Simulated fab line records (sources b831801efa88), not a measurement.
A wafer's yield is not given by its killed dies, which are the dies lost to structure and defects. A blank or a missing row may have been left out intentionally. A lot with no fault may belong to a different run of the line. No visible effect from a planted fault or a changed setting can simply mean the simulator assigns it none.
The tool behind it: which one?	flow sky130	6 lots with 18 wafers sampled at 2 steps, on a route of 708 steps

## WHAT EACH GAUGE READ, for each wafer
SKY_LDD_HVN_TW_MEAS_10.
lot	measured	on	LDD_HVN_TW
L995	day 20 06:53	film-metro-01	1417 1421 1417
L999	day 22 13:05	film-metro-02	1435 1437 1437
L102	day 23 18:00	film-metro-04	1437 1438 1430
L105	day 24 05:16	film-metro-04	1431 1432 1431
L111	day 26 01:58	film-metro-02	1377 1378 1385
L116	day 28 20:21	film-metro-02	1444 1430 1440

## WHICH TOOL RAN EACH LOT (tool, then ch and the chambers of the sampled wafers, then the start)
lot	SKY_LDD_HVN_IMPLANT_08
L995	implanter-03 ch 0, day 20 06:40
L999	implanter-04 ch 0, day 22 12:52
L102	implanter-03 ch 0, day 23 17:45
L105	implanter-01 ch 0, day 24 05:03
L111	implanter-03 ch 0, day 26 01:43
L116	implanter-01 ch 0, day 28 20:06
- SKY_LDD_HVN_IMPLANT_08

## THE ANSWER, worked out from the rows above alone
Rule: what is usual is taken from the lots themselves. The widest of any qualifying gaps counts: lots, ordered by their means at a reading, are off when they make up no more than a third of the lots, leave a main group of 4 or more, and stand apart from it by 3 or more times the standard deviation of that group's means. The tables above print the reading to a certain number of digits; a main group whose means all agree to those digits is not used. Also off: a lot with no number at a reading for which 4 or more lots have one. The other lots that the step has rows for count as sound.
Off: at SKY_LDD_HVN_TW_MEAS_10 (LDD_HVN_TW), L111. The main group has a mean of 1432 with a standard deviation of 7.1.
If a tool, at a process step before that reading, ran all the lots that are off and no sound lot after the first of them, it fits. Gauges at SKY_LDD_HVN_TW_MEAS_10: tried the same way as those tools. One fits: SKY_LDD_HVN_IMPLANT_08 on implanter-03. A fault onset in the window from L102 (day 23 17:45, its last sound lot) to L111 (day 26 01:43, its first lot off) fits.

## WHAT HAD BEEN PUT IN BY THE SIMULATOR
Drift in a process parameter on implanter-03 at SKY_LDD_HVN_IMPLANT_08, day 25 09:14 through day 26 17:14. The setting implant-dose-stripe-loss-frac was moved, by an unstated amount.
Lots struck among those shown: L111. Same finding as the rule above.
